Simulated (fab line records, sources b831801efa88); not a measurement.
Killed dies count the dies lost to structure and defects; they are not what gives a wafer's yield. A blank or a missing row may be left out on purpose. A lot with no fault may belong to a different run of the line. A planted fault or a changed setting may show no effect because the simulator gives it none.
One fault seen from 2 desks / flow gf180mcu / what lay behind the numbers comes last; until then each desk has only its own

== AT THE TOOL OWNER'S DESK: implanter-04 ==
GF_DNWELL_IMPLANT_07, tool's own readings: per-lot mean of the sampled wafers with a number, covering each lot this tool ran. The brackets show how far a lot's mean lies from the usual mean; more than 4 standard deviations puts the lot out of limits, marked OUT.
Columns: A = beam-energy-keV at GF_DNWELL_IMPLANT_07, usual 1500.0; B = end-station-pressure-torr at GF_DNWELL_IMPLANT_07, usual 5.04e-06 Torr
lot=L918; first seen here=day 3 10:12; A=1499.7; B=5.08e-06
lot=L919; first seen here=day 3 15:35; A=1500.1; B=4.91e-06
lot=L922; first seen here=day 4 08:14; A=1499.6; B=4.90e-06
lot=L924; first seen here=day 4 17:36; A=1499.6; B=5.11e-06
lot=L925; first seen here=day 4 22:36; A=1500.4; B=5.28e-06
lot=L926; first seen here=day 5 03:29; A=1470.1 (-65) OUT; B=5.41e-06
lot=L928; first seen here=day 5 18:23; A=1469.9 (-65) OUT; B=4.94e-06
This desk finds L926, L928 out of limits, L926 being first, at day 5 03:29 (beam-energy-keV at GF_DNWELL_IMPLANT_07). Within limits: L918, L919, L922, L924, L925.

== FROM THE METROLOGY DESK ==
What the gauges read, lot by lot, whatever tool the lot ran on: means of the sampled wafers that have a number. The brackets show how far a lot's mean lies from the usual mean; more than 4 standard deviations puts the lot out of limits, marked OUT.
Columns: A = NWELL_OVL at GF_NWELL_OVL_MEAS_07, usual -1.4 nm; B = CONTACT_OVL at GF_CONTACT_OVL_MEAS_15, usual -2 nm
lot=L915; first seen here=day 3 07:00; A=-1.4; B=4
lot=L916; first seen here=day 3 13:51; A=-0.4; B=-15
lot=L917; first seen here=day 3 19:22; A=-1.8; B=-10
lot=L918; first seen here=day 3 22:46; A=-4.2; B=-6
lot=L919; first seen here=day 4 05:06; A=-1.0; B=5
lot=L921; first seen here=day 4 14:46; A=-0.6; B=-3
lot=L922; first seen here=day 4 22:07; A=-2.6; B=-1
lot=L923; first seen here=day 5 03:33; A=-2.3; B=7
lot=L924; first seen here=day 5 07:33; A=-1.9; B=-1
lot=L925; first seen here=day 5 13:03; A=-1.2; B=-14
lot=L926; first seen here=day 5 18:01; A=-0.8; B=-3
lot=L928; first seen here=day 6 09:06; A=-1.5; B=-2
lot=L935; first seen here=day 7 20:09; A=0.7; B=-3
lot=L936; first seen here=day 8 00:33; A=-0.9; B=3
Finding of this desk: none of the 14 lots has anything out of limits.

== PUT TOGETHER ==
The tool owner's desk had the chance to raise an alarm at day 5 03:29 on L926, L928.
From the metrology desk's view, nothing was out of limits.
The metrology desk holds a record of L926, L928, inside its limits.
The lots listed all ran GF_DNWELL_IMPLANT_07 on implanter-04.

== WHAT HAD BEEN PUT IN BY THE SIMULATOR ==
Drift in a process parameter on implanter-04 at GF_DNWELL_IMPLANT_07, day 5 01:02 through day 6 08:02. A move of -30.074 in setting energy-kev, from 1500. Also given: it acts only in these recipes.
Struck lots among those shown: L926, L928.
Time in hours from fault onset to the first out-of-limits reading at each desk: the tool owner's desk, 2.
